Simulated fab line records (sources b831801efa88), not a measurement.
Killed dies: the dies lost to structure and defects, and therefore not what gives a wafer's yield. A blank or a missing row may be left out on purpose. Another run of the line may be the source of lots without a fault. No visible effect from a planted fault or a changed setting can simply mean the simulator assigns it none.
fab line records    flow sky130
record: lots: 6  wafers: 18  last_day: 50
route steps=708 shown METAL5@664 PAD_OPEN@708
lots untouched by any fault: they come from a run of this same line in which no faults occurred
start_h: hours from the record's first day to the start of the lot's first wafer shown    wait_h: how many hours have passed since the lot's step before this one    " identical to the entry in the row above    L1.1+2: one row covering several wafers at once    - value missing, or start not given    * or withheld: withheld    < > ~ a bound
route shown NAME@n: a module of which the file shows steps, and the number in the route of the first    usual: the fault-free wafers' mean and standard deviation    same: alike in all rows    chamber/n: place in a boat    sites: per-site readings    _std_site: the standard deviation of these    _edge_site: outer sites' mean less inner sites'    radius_mm: how far each site lies from the wafer's centre    mask NAME#n: copy n    behind: the last tool/chamber to shape the wafer    hold: what put the lot on hold/how long, in hours/how the hold closed    device: the n, p or np transistor that did not switch    end of line: the tests these same wafers got at the end of their route    a step given without rows: its recipe and nothing more    killed: the dies lost at the first sort to structure and to defects; this is not the yield of the wafer    map: the dies of a wafer, with x for killed, . for not killed, _ for no die there
set.NAME: the setting as run; set.NAME@STEP: as run at that earlier step    model.NAME: the simulator's own value behind a step, which no gauge read
lots at some steps of the route; a table a step, a row a wafer
services: the hour from which a tool's chamber was out of use, counted from the record's first day as start_h (under 0 if before that day), plus the number of hours and why
== steps ==
step: SKY_METAL5_SPUTTER_03
recipe: material: Ti  target_thk_nm: 5  power_w: 3000  time_s: 3.3  chamber_pressure_pa: 0.4
usual: throttle_valve_pct: 29.6/0.91
lot.wafer  tool            chamber  start_h  wait_h  throttle_valve_pct
L256.1     pvd_sputter-01  -        1014.78  0.0     31.0
L256.3     "               -        "        "       29.5
L256.6     "               -        "        "       29.4
L260.3     pvd_sputter-03  -        1035.86  0.0     28.8
L260.4     "               -        "        "       30.6
L260.5     "               -        "        "       29.0
L261.1     pvd_sputter-01  -        1055.34  0.0     29.4
L261.2     "               -        "        "       31.2
L261.6     "               -        "        "       29.6
L263.1     pvd_sputter-02  -        1062.83  0.0     28.8
L263.4     "               -        "        "       29.4
L263.5     "               -        "        "       29.8
L276.1     pvd_sputter-03  -        1133.97  0.0     29.2
L276.3     "               -        "        "       29.0
L276.4     "               -        "        "       28.4
L277.1     pvd_sputter-03  -        1144.87  0.0     28.6
L277.4     "               -        "        "       28.2
L277.5     "               -        "        "       29.1
step: SKY_METAL5_SPUTTER_04
recipe: material: TiN  target_thk_nm: 70  power_w: 6500  time_s: 58.3  chamber_pressure_pa: 0.4
usual: throttle_valve_pct: 29.6/0.92
lot.wafer  tool            chamber  start_h  wait_h  throttle_valve_pct
L256.1     pvd_sputter-01  -        1014.80  0.0     31.4
L256.3     "               -        "        "       29.2
L256.6     "               -        "        "       29.1
L260.3     pvd_sputter-03  -        1035.88  0.0     28.9
L260.4     "               -        "        "       30.8
L260.5     "               -        "        "       29.0
L261.1     pvd_sputter-01  -        1055.36  0.0     29.5
L261.2     "               -        "        "       31.0
L261.6     "               -        "        "       29.2
L263.1     pvd_sputter-02  -        1062.85  0.0     28.6
L263.4     "               -        "        "       29.4
L263.5     "               -        "        "       30.0
L276.1     pvd_sputter-03  -        1133.99  0.0     29.2
L276.3     "               -        "        "       28.9
L276.4     "               -        "        "       28.3
L277.1     pvd_sputter-03  -        1144.89  0.0     28.8
L277.4     "               -        "        "       28.3
L277.5     "               -        "        "       29.4
step: SKY_METAL5_RS_MEAS_05
recipe: thk_meas_gauge: four-point-probe  reads: TiN_of_METAL5_SPUTTER_04+Ti_of_METAL5_SPUTTER_03+AlCu_of_METAL5_SPUTTER_02+TiN_of_METAL5_SPUTTER_01+Ti_of_METAL5_SPUTTER_00
usual: METAL5_ALCU_RS: 0.0271/0.00037
lot.wafer  tool           chamber  start_h  wait_h  METAL5_ALCU_RS[ohm/sq]
L256.1     film_metro-01  -        1014.85  0.0     0.0271
L256.3     "              -        "        "       0.0282
L256.6     "              -        "        "       0.0276
L260.3     film_metro-03  -        1035.97  0.1     0.0264
L260.4     "              -        "        "       0.0269
L260.5     "              -        "        "       0.0267
L261.1     film_metro-01  -        1055.41  0.0     0.0274
L261.2     "              -        "        "       0.0271
L261.6     "              -        "        "       0.0268
L263.1     film_metro-03  -        1062.89  0.0     0.0268
L263.4     "              -        "        "       0.0274
L263.5     "              -        "        "       0.0271
L276.1     film_metro-01  -        1134.04  0.0     0.0270
L276.3     "              -        "        "       0.0267
L276.4     "              -        "        "       0.0272
L277.1     film_metro-04  -        1144.94  0.0     0.0270
L277.4     "              -        "        "       0.0277
L277.5     "              -        "        "       0.0276
step: SKY_METAL5_THK_MEAS_06
recipe: thk_meas_gauge: xrf  reads: AlCu_of_METAL5_SPUTTER_02
usual: METAL5_ALCU_THK: 1140/18
lot.wafer  tool           chamber  start_h  wait_h  METAL5_ALCU_THK[nm]
L256.1     film_metro-01  -        1014.97  0.1     1140
L256.3     "              -        "        "       1088
L256.6     "              -        "        "       1114
L260.3     film_metro-03  -        1036.07  0.1     1176
L260.4     "              -        "        "       1147
L260.5     "              -        "        "       1160
L261.1     film_metro-01  -        1055.53  0.1     1122
L261.2     "              -        "        "       1131
L261.6     "              -        "        "       1144
L263.1     film_metro-03  -        1063.01  0.1     1156
L263.4     "              -        "        "       1126
L263.5     "              -        "        "       1149
L276.1     film_metro-01  -        1134.16  0.1     1129
L276.3     "              -        "        "       1153
L276.4     "              -        "        "       1132
L277.1     film_metro-04  -        1145.06  0.1     1150
L277.4     "              -        "        "       1128
L277.5     "              -        "        "       1133
step: SKY_METAL5_DEHYDRATE_07
recipe: temp_c: 200  time_s: 60
step: SKY_METAL5_HMDS_08
recipe: prime_time_s: 60  prime_temp_c: 120
step: SKY_METAL5_COAT_09
recipe: resist: NOVOLAK  spin_rpm: 3000  resist_thk_nm: 1800
step: SKY_METAL5_SOFTBAKE_10
recipe: temp_c: 90  time_s: 60  resist: NOVOLAK
step: SKY_METAL5_EXPOSE_11
recipe: mask_id: MM5  na: 0.6  source_shape: conventional  sigma_outer: 0.6  polarization: unpolarized  target_cd_nm: 1600  dose_mj: 190
step: SKY_METAL5_PEB_12
recipe: temp_c: withheld  time_s: *  resist: NOVOLAK
step: SKY_METAL5_DEVELOP_13
recipe: resist: NOVOLAK  developer: TMAH  develop_time_s: 60  dev_temp_c: 23
step: SKY_METAL5_DESCUM_14
recipe: chemistry: O2  source_power_w: 150  bias_power_w: 0  pressure_mtorr: 10  temp_c: 40  time_s: 11
usual: drypump_motor_current_A: 5.9/0.32  oes_product_au: 1.006/0.015
lot.wafer  tool          chamber  start_h  wait_h  drypump_motor_current_A  oes_product_au  rf_hours_counter_h
L256.1     rie_metal-01  0        1037.78  0.1     6.0                      0.982           7
L256.3     "             1        "        "       5.5                      1.000           -
L256.6     "             0        "        "       6.0                      0.986           -
L260.3     rie_metal-01  1        1058.11  0.1     5.5                      1.006           -
L260.4     "             0        "        "       6.0                      0.993           -
L260.5     "             1        "        "       5.5                      1.004           -
L261.1     rie_metal-01  1        1076.05  0.1     5.5                      1.005           5
L261.2     "             0        "        "       6.0                      0.984           9
L261.6     "             0        "        "       6.0                      0.990           -
L263.1     rie_metal-03  0        1084.35  0.1     5.9                      1.015           1
L263.4     "             0        "        "       5.9                      1.021           -
L263.5     "             1        "        "       6.4                      1.036           -
L276.1     rie_metal-02  1        1152.33  0.1     5.6                      0.995           6
L276.3     "             1        "        "       5.5                      0.990           -
L276.4     "             1        "        "       5.5                      0.991           -
L277.1     rie_metal-02  1        1162.10  0.1     5.6                      0.988           9
L277.4     "             1        "        "       5.6                      0.997           -
L277.5     "             1        "        "       5.6                      0.992           -
step: SKY_METAL5_METAL_ETCH_15
recipe: target_depth_a: 12600  stop_on: SiO2  over_etch_frac: 0.2  time_s: 252  chemistry: Cl2/BCl3  resist_sidewall_deg: 86  pressure_mtorr: 10  icp_w: 900  bias_w: 48.5  Cl2_flow_sccm: 60  bcl3_flow_sccm: 30
usual: bcl3_flow_sccm: 29.98/0.089  drypump_motor_current_A: 5.9/0.32  oes_product_au: 0.894/0.0055  over_etch_frac: 0.2/0  throttle_valve_pct: 22.264/0.0093
lot.wafer  tool          chamber  start_h  wait_h  bcl3_flow_sccm  drypump_motor_current_A  oes_product_au  over_etch_frac  rf_hours_counter_h  throttle_valve_pct  model.NOVOLAK_of_METAL5_COAT_09.thk_nm  model.SiO2_of_VIA4_HDPCVD_00.thk_nm
L256.1     rie_metal-01  0        1037.82  0.0     29.78           6.0                      0.896           0.2             7                   22.273              1051                                    550.6
L256.3     "             1        "        "       29.96           5.5                      0.875           0.2             -                   22.279              1030                                    548.8
L256.6     "             0        "        "       29.86           6.0                      0.898           0.2             -                   22.247              1050                                    547.8
L260.3     rie_metal-01  1        1058.21  0.1     30.14           5.5                      0.889           0.2             -                   22.259              1036                                    551
L260.4     "             0        "        "       30.04           6.0                      0.812           0.41365         -                   22.274              915.6                                   543.1
L260.5     "             1        "        "       29.98           5.5                      0.896           0.2             -                   22.264              1040                                    550.1
L261.1     rie_metal-01  1        1076.08  0.0     30.06           5.5                      0.897           0.2             5                   22.277              1042                                    550
L261.2     "             0        "        "       30.15           6.1                      0.819           0.41365         9                   22.269              916                                     544
L261.6     "             0        "        "       30.12           6.0                      0.826           0.41365         -                   22.262              912                                     545
L263.1     rie_metal-03  0        1084.38  0.0     30.03           5.9                      0.897           0.2             1                   22.277              1021                                    548.9
L263.4     "             0        "        "       30.09           5.9                      0.887           0.2             -                   22.254              1012                                    550
L263.5     "             1        "        "       30.01           6.4                      0.891           0.2             -                   22.260              1001                                    548.6
L276.1     rie_metal-02  1        1152.40  0.1     29.87           5.6                      0.891           0.2             6                   22.269              1043                                    547.1
L276.3     "             1        "        "       29.93           5.6                      0.896           0.2             -                   22.262              1043                                    545.9
L276.4     "             1        "        "       29.85           5.6                      0.891           0.2             -                   22.279              1038                                    548.1
L277.1     rie_metal-02  1        1162.17  0.1     30.09           5.6                      0.885           0.2             9                   22.263              1046                                    549.7
L277.4     "             1        "        "       29.93           5.6                      0.893           0.2             -                   22.265              1060                                    548
L277.5     "             1        "        "       30.00           5.6                      0.896           0.2             -                   22.265              1050                                    548.5
step: SKY_METAL5_STRIP_16
recipe: chemistry: O2/N2  power_w: 1400  pressure_mtorr: 1500  platen_temp_c: withheld  o2_flow_sccm: 3000  n2_flow_sccm: 300  overash_fraction: 0.5
usual: drypump_motor_current_A: 5.4/0.47  oes_product_au: 0.711/0.0045  strip_time_to_endpoint_s: 13.04/0.18
same: overash_fraction: 0.5
lot.wafer  tool             chamber  start_h  wait_h  drypump_motor_current_A  oes_product_au  rf_hours_counter_h  strip_time_to_endpoint_s
L256.1     plasma_asher-02  0        1038.05  0.2     5.2                      0.717           62                  13.24
L256.3     "                1        "        "       5.2                      0.701           -                   13.01
L256.6     "                1        "        "       5.2                      0.704           -                   13.22
L260.3     plasma_asher-04  1        1058.40  0.1     6.1                      0.716           -                   13.11
L260.4     "                0        "        "       4.8                      0.708           -                   11.75
L260.5     "                0        "        "       4.8                      0.715           -                   13.13
L261.1     plasma_asher-04  1        1076.32  0.2     6.1                      0.721           36                  13.16
L261.2     "                0        "        "       4.8                      0.707           36                  11.76
L261.6     "                1        "        "       6.1                      0.703           -                   11.73
L263.1     plasma_asher-01  1        1084.62  0.2     5.4                      0.709           91                  12.89
L263.4     "                1        "        "       5.4                      0.715           -                   12.80
L263.5     "                0        "        "       5.9                      0.708           -                   12.76
L276.1     plasma_asher-01  1        1152.87  0.4     5.4                      0.703           96                  13.17
L276.3     "                1        "        "       5.4                      0.713           -                   13.16
L276.4     "                0        "        "       5.9                      0.709           -                   13.11
L277.1     plasma_asher-01  0        1162.64  0.4     5.9                      0.709           97                  13.22
L277.4     "                0        "        "       5.9                      0.710           -                   13.33
L277.5     "                0        "        "       5.9                      0.719           -                   13.23
step: SKY_METAL5_STRIP_17
recipe: chemistry: post_etch_residue_remover  time_s: 1200  temp_c: 72.5
step: SKY_PAD_OPEN_PROBE_99
usual: defect_limited_yield: 82.7/2  killed_at_M0_to_M3: 42/6.7  killed_at_M4_up: 3.3/2.1  killed_at_contacts: 24/5.1  killed_at_front_end: 15/4.6  killed_at_other: 0.3/0.58  killed_dies: 85/9.9  killed_open: 46/6.9  killed_short: 38/7  sort_bin_3_pad_short: 0.9/0.43  sort_bin_5_function: 10.1/1.4  sort_bin_6_memory: 6.4/1.2  sort_n_pass: 407/9.9  sort_yield_pct: 82.7/2
same: gross_dies: 492  killed_at_back_side: 0  sort_bin_4_leakage[%]: 0  sort_bin_8_speed[%]: 0
lot.wafer  tool       chamber  start_h  wait_h  defect_limited_yield[%]  killed_at_M0_to_M3  killed_at_M4_up  killed_at_contacts  killed_at_front_end  killed_at_other  killed_dies  killed_open  killed_short  sort_bin_3_pad_short[%]  sort_bin_5_function[%]  sort_bin_6_memory[%]  sort_n_pass  sort_yield_pct[%]
L260.3     prober-01  -        1104.63  0.2     82.3                     40                  4                25                  18                   0                87           45           42            0.6                      11.4                    5.7                   405          82.3
L260.4     prober-01  -        1104.68  0.2     87.2                     31                  1                21                  10                   0                63           37           26            0.2                      8.1                     4.5                   429          87.2
L260.5     prober-01  -        1104.73  0.2     80.1                     45                  3                29                  21                   0                98           50           48            1.0                      11.8                    7.1                   394          80.1
L263.1     prober-02  -        1128.32  0.1     83.5                     39                  2                25                  15                   0                81           52           29            0.6                      9.8                     6.1                   411          83.5
L263.4     prober-02  -        1128.47  0.2     81.7                     40                  4                29                  17                   0                90           49           41            0.4                      12.8                    5.1                   402          81.7
L263.5     prober-02  -        1128.52  0.2     85.0                     31                  4                20                  19                   0                74           35           38            1.8                      9.3                     3.9                   418          85.0
L277.1     prober-02  -        1199.47  0.1     83.3                     36                  6                28                  12                   0                82           43           39            0.8                      8.7                     7.1                   410          83.3
L277.4     prober-02  -        1199.62  0.2     83.7                     37                  1                34                  7                    1                80           47           33            0.8                      8.3                     7.1                   412          83.7
L277.5     prober-02  -        1199.67  0.2     80.9                     47                  6                28                  12                   1                94           49           45            2.0                      9.3                     7.7                   398          80.9
killed by level:class
L260.3 LOCAL_INTERCONNECT:geometric_particle:short=8 LI_CONTACT:geometric_particle:open=7 VIA1:geometric_particle:open=7 VIA2:geometric_particle:open=7 VIA3:geometric_particle:open=7 CONTACT:geometric_particle:open=6 FIELD_ISO:geometric_particle:open=5 POLY_GATE:geometric_particle:short=5
L260.4 CONTACT:geometric_particle:open=9 LI_CONTACT:geometric_particle:open=8 METAL2:geometric_particle:short=5 POLY_GATE:geometric_particle:short=4 VIA1:geometric_particle:open=4 METAL1:geometric_particle:open=3 VIA1:geometric_particle:short=3 METAL2:geometric_particle:open=3
L260.5 CONTACT:geometric_particle:open=10 LI_CONTACT:geometric_particle:open=9 VIA1:geometric_particle:open=9 VIA2:geometric_particle:open=7 POLY_GATE:geometric_particle:short=6 VIA3:geometric_particle:open=6 FIELD_ISO:geometric_particle:open=5 CONTACT:geometric_particle:short=5
L263.1 VIA2:geometric_particle:open=12 CONTACT:geometric_particle:open=10 LI_CONTACT:geometric_particle:open=8 VIA3:geometric_particle:open=6 VIA1:geometric_particle:open=5 METAL2:geometric_particle:short=5 FIELD_ISO:geometric_particle:open=4 CONTACT:geometric_particle:short=4
L263.4 VIA1:geometric_particle:open=10 LI_CONTACT:geometric_particle:open=10 CONTACT:geometric_particle:open=9 FIELD_ISO:geometric_particle:open=5 VIA2:geometric_particle:open=5 VIA3:geometric_particle:short=5 VIA3:geometric_particle:open=5 LI_CONTACT:geometric_particle:short=4
L263.5 FIELD_ISO:geometric_particle:short=7 LI_CONTACT:geometric_particle:open=6 VIA2:geometric_particle:open=6 VIA3:geometric_particle:open=5 FIELD_ISO:geometric_particle:open=4 METAL4:geometric_particle:short=4 CONTACT:geometric_particle:open=4 METAL1:geometric_particle:short=4
L277.1 LI_CONTACT:geometric_particle:open=8 CONTACT:geometric_particle:open=8 CONTACT:geometric_particle:short=8 VIA1:geometric_particle:open=7 METAL2:geometric_particle:short=5 VIA3:geometric_particle:open=5 POLY_GATE:geometric_particle:short=4 VIA2:geometric_particle:open=4
L277.4 CONTACT:geometric_particle:open=18 VIA1:geometric_particle:open=9 LI_CONTACT:geometric_particle:open=7 METAL2:geometric_particle:short=7 VIA2:geometric_particle:open=5 CONTACT:geometric_particle:short=4 METAL1:geometric_particle:short=4 VIA1:geometric_particle:short=3
L277.5 VIA1:geometric_particle:open=13 CONTACT:geometric_particle:open=10 LI_CONTACT:geometric_particle:open=6 CONTACT:geometric_particle:short=6 VIA3:geometric_particle:short=5 METAL1:geometric_particle:open=5 METAL2:geometric_particle:short=5 METAL4:geometric_particle:short=5
== services ==
tool             chamber  start_h  hours  kind
pvd_sputter-02   -        995.14   1.4    repair
pvd_sputter-03   -        997.14   12.2   repair
pvd_sputter-01   -        1002.17  5.9    repair
pvd_sputter-01   -        1028.30  3.0    repair
pvd_sputter-03   3        1050.72  -      consumable_replace:kit
pvd_sputter-03   3        1050.72  18.0   scheduled_down
pvd_sputter-03   3        1050.72  18.0   vent_cycle
rie_metal-02     1        1055.15  -      clean
rie_metal-02     1        1055.15  21.0   scheduled_down
rie_metal-02     1        1055.15  21.0   vent_cycle
rie_metal-02     -        1068.22  0.7    repair
pvd_sputter-01   3        1080.25  -      consumable_replace:kit
pvd_sputter-01   3        1080.25  18.0   scheduled_down
pvd_sputter-01   3        1080.25  18.0   vent_cycle
plasma_asher-01  -        1088.08  15.6   repair
pvd_sputter-03   2        1106.89  -      consumable_replace:kit
pvd_sputter-03   2        1106.89  18.0   scheduled_down
pvd_sputter-03   2        1106.89  18.0   vent_cycle
rie_metal-02     -        1123.47  0.9    repair
rie_metal-02     0        1150.11  -      clean
rie_metal-02     0        1150.11  -      consumable_replace:focus_ring
pvd_sputter-03   1        1160.63  -      consumable_replace:kit
pvd_sputter-03   1        1160.63  18.0   scheduled_down
pvd_sputter-03   1        1160.63  18.0   vent_cycle
== key ==
first_sign: step: SKY_METAL5_METAL_ETCH_15  reading: over_etch_frac  direction: up  sigmas: 99+  usual: 0.2  struck: 0.41365
effect: step: SKY_METAL5_METAL_ETCH_15  reading: oes_product_au  direction: down  sigmas: 14  usual: 0.894  struck: 0.819
effect: step: SKY_METAL5_STRIP_16  reading: strip_time_to_endpoint_s  direction: down  sigmas: 7.1  usual: *  struck: *
model_effect: step: SKY_METAL5_METAL_ETCH_15  value: NOVOLAK_of_METAL5_COAT_09.thk_nm  without: 1048  struck: 914.5
met_at SKY_METAL5_METAL_ETCH_15
struck_wafers L260.4,L261.2,L261.6
onset_between 1037.82 1058.21
fault: kind: process_parameter_drift  tool: rie_metal-01  chamber: 0  onset_h: 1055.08  steps: SKY_METAL5_METAL_ETCH_15  channel: over_etch_frac  offset: 0.21365  shape: step  end_h: 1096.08  acts_in: these_recipes_only  stated: 0.2
